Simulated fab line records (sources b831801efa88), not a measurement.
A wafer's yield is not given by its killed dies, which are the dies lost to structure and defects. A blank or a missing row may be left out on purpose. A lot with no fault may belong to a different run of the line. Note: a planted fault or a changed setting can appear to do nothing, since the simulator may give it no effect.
The tool behind it: which one? / flow gf180mcu / 40 wafers from 14 lots sampled at 3 of the route's 602 steps

== WHAT THE GAUGES SHOWED, per wafer ==
GF_NWELL_OVL_MEAS_07.
lot=L740; measured=day 3 17:37; on=overlay-01; NWELL_OVL (nm)=0.6 0.2 1.0
lot=L742; measured=day 4 01:22; on=overlay-02; NWELL_OVL (nm)=-0.4 -1.0 -0.8
lot=L743; measured=day 4 05:08; on=overlay-01; NWELL_OVL (nm)=1.0 1.4 0.9
lot=L746; measured=day 4 19:10; on=overlay-01; NWELL_OVL (nm)=0.2 0.9 -1.2
lot=L747; measured=day 4 23:46; on=overlay-02; NWELL_OVL (nm)=0.5 0.9 0.3
lot=L748; measured=day 5 03:44; on=overlay-01; NWELL_OVL (nm)=0.9 2.8 -0.5
lot=L749; measured=day 5 08:04; on=overlay-01; NWELL_OVL (nm)=2.7 1.8 2.7
lot=L750; measured=day 5 14:43; on=overlay-01; NWELL_OVL (nm)=0.3 2.6 0.9
lot=L751; measured=day 5 20:32; on=overlay-01; NWELL_OVL (nm)=-1.3 -1.6 -1.2
lot=L753; measured=day 6 07:48; on=overlay-01; NWELL_OVL (nm)=1.6 0.7
lot=L754; measured=day 6 12:14; on=overlay-01; NWELL_OVL (nm)=0.6 1.4 -0.7
lot=L757; measured=day 7 06:23; on=overlay-02; NWELL_OVL (nm)=-0.3 0.6
lot=L761; measured=day 8 05:15; on=overlay-01; NWELL_OVL (nm)=0.4 0.7 1.1
lot=L762; measured=day 8 07:31; on=overlay-01; NWELL_OVL (nm)=1.7 -1.4 1.2

GF_NSD_CD_MEAS_07: target cd 400 nm.
lot=L740; measured=day 13 20:24; on=cdSem-01; cdNm (nm)=400.5 399.9 398.9
lot=L742; measured=day 14 10:35; on=cdSem-02; cdNm (nm)=402.9 400.4 401.1
lot=L743; measured=day 14 16:08; on=cdSem-01; cdNm (nm)=398.9 399.4 400.6
lot=L746; measured=day 15 11:29; on=cdSem-02; cdNm (nm)=401.6 400.5 402.4
lot=L747; measured=day 15 17:59; on=cdSem-02; cdNm (nm)=405.6 404.8 403.7
lot=L748; measured=day 16 02:04; on=cdSem-02; cdNm (nm)=398.1 399.4 398.5
lot=L749; measured=day 16 06:21; on=cdSem-01; cdNm (nm)=395.6 395.4 394.1
lot=L750; measured=day 16 20:07; on=cdSem-02; cdNm (nm)=399.7 400.2 400.8
lot=L751; measured=day 17 07:02; on=cdSem-02; cdNm (nm)=401.8 403.4 402.8
lot=L753; measured=day 17 19:20; on=cdSem-01; cdNm (nm)=401.9 401.5
lot=L754; measured=day 18 02:05; on=cdSem-02; cdNm (nm)=404.1 406.5 404.9
lot=L757; measured=day 19 07:18; on=cdSem-01; cdNm (nm)=401.9 400.8
lot=L761; measured=day 20 16:50; on=cdSem-02; cdNm (nm)=408.3 405.9 406.5
lot=L762; measured=day 20 20:34; on=cdSem-01; cdNm (nm)=399.7 397.6 399.6

== WHICH TOOL RAN EACH LOT (tool, then ch and the chambers of the sampled wafers, then the start) ==
lot=L740; GF_STI_PEB_10=lithoTrack-01 ch 0, day 2 01:21
lot=L742; GF_STI_PEB_10=lithoTrack-02 ch 0, day 2 13:53
lot=L743; GF_STI_PEB_10=lithoTrack-02 ch 0, day 2 20:50
lot=L746; GF_STI_PEB_10=lithoTrack-04 ch 0, day 3 11:34
lot=L747; GF_STI_PEB_10=lithoTrack-01 ch 0, day 3 14:55
lot=L748; GF_STI_PEB_10=lithoTrack-02 ch 0, day 3 19:04
lot=L749; GF_STI_PEB_10=lithoTrack-04 ch 0, day 3 22:53
lot=L750; GF_STI_PEB_10=lithoTrack-04 ch 0, day 4 03:56
lot=L751; GF_STI_PEB_10=lithoTrack-02 ch 0, day 4 09:14
lot=L753; GF_STI_PEB_10=lithoTrack-04 ch 0, day 4 19:31
lot=L754; GF_STI_PEB_10=lithoTrack-01 ch 0, day 5 01:45
lot=L757; GF_STI_PEB_10=lithoTrack-04 ch 0, day 5 17:29
lot=L761; GF_STI_PEB_10=lithoTrack-02 ch 0, day 6 14:11
lot=L762; GF_STI_PEB_10=lithoTrack-02 ch 0, day 6 18:22
- GF_STI_PEB_10: peb time 90 s.

== WHAT THE TOOLS THEMSELVES READ (means of the sampled wafers that have a number; where no wafer has one, the mark that the record gives instead) ==
GF_STI_PEB_10.
lot=L740; tool=lithoTrack-01; exhaustPa (Pa)=46.6; heaterPowerTotalW (W)=85.73
lot=L742; tool=lithoTrack-02; exhaustPa (Pa)=44.6; heaterPowerTotalW (W)=85.72
lot=L743; tool=lithoTrack-02; exhaustPa (Pa)=45.7; heaterPowerTotalW (W)=85.68
lot=L746; tool=lithoTrack-04; exhaustPa (Pa)=46.1; heaterPowerTotalW (W)=85.66
lot=L747; tool=lithoTrack-01; exhaustPa (Pa)=45.0; heaterPowerTotalW (W)=85.76
lot=L748; tool=lithoTrack-02; exhaustPa (Pa)=44.5; heaterPowerTotalW (W)=85.67
lot=L749; tool=lithoTrack-04; exhaustPa (Pa)=45.9; heaterPowerTotalW (W)=85.70
lot=L750; tool=lithoTrack-04; exhaustPa (Pa)=45.1; heaterPowerTotalW (W)=85.69
lot=L751; tool=lithoTrack-02; exhaustPa (Pa)=45.3; heaterPowerTotalW (W)=85.73
lot=L753; tool=lithoTrack-04; exhaustPa (Pa)=47.0; heaterPowerTotalW (W)=86.42
lot=L754; tool=lithoTrack-01; exhaustPa (Pa)=45.8; heaterPowerTotalW (W)=85.70
lot=L757; tool=lithoTrack-04; exhaustPa (Pa)=44.5; heaterPowerTotalW (W)=86.43
lot=L761; tool=lithoTrack-02; exhaustPa (Pa)=44.9; heaterPowerTotalW (W)=85.68
lot=L762; tool=lithoTrack-02; exhaustPa (Pa)=44.7; heaterPowerTotalW (W)=85.68

== THE ANSWER, worked out from the rows above alone ==
Rule: the lots themselves supply what counts as usual. The widest of any qualifying gaps counts: lots, ordered by their means at a reading, are off when they make up no more than a third of the lots, leave a main group of 4 or more, and stand apart from it by 3 or more times the standard deviation of that group's means. If all means in a main group match to the digits the tables above print for the reading, that group is not used. A lot without any number at a reading at which 4 lots or more have one is off too. The other lots that the step has rows for count as sound. The gauges are gone through in route order, then the tools' own readings, and for those a lot's mean is taken as printed above. At the first step where some lot is off, the reading lying furthest off is the one used; lots without a number count as furthest.
Off: L753, L757 (GF_STI_PEB_10, heaterPowerTotalW). Main group: mean 85.70 W, sd 0.028.
A tool fits if, at that step or a process step before it, it ran every lot that is off, and no sound lot after the first of them. One candidate fits, namely lithoTrack-04 at GF_STI_PEB_10. A fault onset in the window from L750 (day 4 03:56, its last sound lot) to L753 (day 4 19:31, its first lot off) fits.
The tool's own readings at GF_STI_PEB_10 bear it out: on the lots that are off they differ by more than 5 times the standard deviation of the sound lots' means. heaterPowerTotalW reads 86.43 W there against 85.70 W on the sound lots.

== WHAT THE SIMULATOR PUT IN ==
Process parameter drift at GF_STI_PEB_10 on lithoTrack-04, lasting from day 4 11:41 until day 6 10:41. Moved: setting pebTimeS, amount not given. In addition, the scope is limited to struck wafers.
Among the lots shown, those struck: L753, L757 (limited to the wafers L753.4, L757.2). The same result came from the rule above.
